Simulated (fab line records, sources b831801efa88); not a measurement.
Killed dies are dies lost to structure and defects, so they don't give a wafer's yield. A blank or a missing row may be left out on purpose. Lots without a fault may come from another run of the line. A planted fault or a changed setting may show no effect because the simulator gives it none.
A struck lot beside a sound one | flow gf180mcu | 21 steps out of a route of 602
Sound: wafers L179.1, L179.4, L179.6. Struck: wafers L174.2, L174.4, L174.6. The cause comes at the end.
At each step with rows: each side's tool, then ch and its chambers, then its first start. Under that, the readings that differ: sound wafers | struck wafers | difference of the means | sigmas: that difference in standard deviations of wafers without a fault.
alike: readings whose means differ by less than 2 such deviations, and words and numbers that are the same on both sides. not compared: withheld readings, readings that some wafer has no value for, bounds like >300 that may hide the same value, and numbers for which the record gives no deviation and whose values overlap.
The two part at a step that has a row with sigmas, a row that says differs or no value, or rows on one side only. Numbers that don't overlap but have no deviation are shown without sigmas and don't part them. A reading that every wafer of one side lacks parts them only if that side has two wafers or more.

first, 3 steps without rows for these wafers: GF_M5_STRIP_12 (strips in post etch residue remover, time 1200 s); GF_M5_CLEAN_13 (cleans in DIW); GF_V5_CVD_00 (deposits SiO2, target thk 300 nm, time 50 s).
GF_V5_THK_MEAS_01:
  sound on film_metro-01, day 30 18:42; struck on film_metro-04, day 28 20:54
  alike: V5_CVD_00_THK
GF_V5_CVD_02: deposits SiO2 from TEOS, target thk 1450 nm, time 163.28 s.
  sound on pecvd-04 ch 0,2, day 30 18:46; struck on pecvd-03 ch 1,2, day 28 20:57
  alike: heater_power_w, rf_fwd_power_W
GF_V5_THK_MEAS_03:
  sound on film_metro-01, day 30 18:52; struck on film_metro-01, day 28 21:08
  alike: V5_CVD_02_THK
GF_V5_CMP_04: polishes SiO2.
  sound on cmp-02 ch 0,1,3, day 30 18:56; struck on cmp-02 ch 1,2,3, day 28 21:11
  alike: motor_current_A
GF_V5_BOW_MEAS_05:
  sound on film_metro-04, day 30 19:14; struck on film_metro-03, day 28 21:30
  alike: V5_BOW
then, 4 steps without rows for these wafers: GF_V5_DEHYDRATE_06 (time 60 s); GF_V5_HMDS_07 (prime time 60 s); GF_V5_COAT_08; GF_V5_COAT_09 (resist thk 1000 nm).
GF_V5_SOFTBAKE_10: time 60 s.
  sound on litho_track-03 ch 0, day 31 03:00; struck on litho_track-04 ch 0, day 29 07:00
  reading                             | sound                | struck               | difference | sigmas
  chill_plate_temp_C (C)              | 22.82 22.85 22.77    | 23.03 23.13 23.12    | +0.28      | +3
  heater_power_total_W (W)            | 93.08 93.09 93.06    | 105.95 106.01 105.87 | +12.87     | +99 or more
  plate_temp_C (C)                    | 130.11 130.04 129.96 | 143.71 143.80 143.84 | +13.75     | +99 or more
  model.KrF_of_V5_COAT_09.thk_nm (nm) | 995.5 998.2 995      | 986.5 986.1 984.5    | -10.5      |
  alike: exhaust_pa
then, 2 steps without rows for these wafers: GF_V5_EXPOSE_11 (exposes mask Via5, target cd 260 nm); GF_V5_PEB_12 (peb time 90 s).
GF_V5_DEVELOP_13: develop time 60 s.
  sound on litho_track-04 ch 0, day 31 12:35; struck on litho_track-02 ch 0, day 29 16:02
  reading                             | sound             | struck            | difference | sigmas
  model.KrF_of_V5_COAT_09.thk_nm (nm) | 980.5 983.3 980.1 | 971.8 971.4 969.8 | -10.3      |
  alike: chill_plate_temp_C, exhaust_pa
GF_V5_CD_MEAS_14: target cd 260 nm.
  sound on cd_sem-01, day 31 12:44; struck on cd_sem-02, day 29 16:11
  reading    | sound             | struck            | difference | sigmas
  cd_nm (nm) | 259.1 259.6 258.8 | 312.8 313.6 311.6 | +53.5      | +49
GF_V5_OVL_MEAS_15:
  sound on overlay-01, day 31 12:52; struck on overlay-01, day 29 16:17
  alike: V5_OVL
GF_V5_ETCH_16: etches BARC in N2/H2.
  sound on rie_diel-04 ch 0,1,2, day 31 12:53; struck on rie_diel-04 ch 0,1,2, day 29 16:19
  reading             | sound             | struck            | difference | sigmas
  model.V5.cd_nm (nm) | 258.8 259.6 259.3 | 312.5 313.5 311.9 | +53.4      |
  alike: drypump_motor_current_A, oes_product_au, rf_fwd_power_W, throttle_valve_pct
GF_V5_ETCH_17: etches SiO2 in C4F8/O2/Ar, stops on TiN, target depth 855 nm.
  sound on rie_diel-04 ch 0,1,2; struck on rie_diel-04 ch 0,1,2
  reading             | sound           | struck          | difference | sigmas
  model.V5.cd_nm (nm) | 260.9 260 258.6 | 313 314.9 311.2 | +53        |
  alike: oes_product_au, rf_fwd_power_W
GF_V5_STRIP_18: strips in O2/N2.
  sound on plasma_asher-04 ch 0, day 31 13:03; struck on plasma_asher-03 ch 0,1, day 29 16:29
  alike: drypump_motor_current_A, heater_power_w, oes_product_au
  not compared: rf_hours_counter_h

WHERE THEY PART
First at GF_V5_SOFTBAKE_10; last, within this record, at GF_V5_CD_MEAS_14. Later steps at which nothing parts them and some readings are alike: GF_V5_OVL_MEAS_15, GF_V5_ETCH_16, GF_V5_ETCH_17, GF_V5_STRIP_18.

WHY: what the simulator had put in
Process parameter drift: litho_track-04, from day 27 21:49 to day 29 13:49, at GF_V5_SOFTBAKE_10. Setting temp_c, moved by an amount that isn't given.
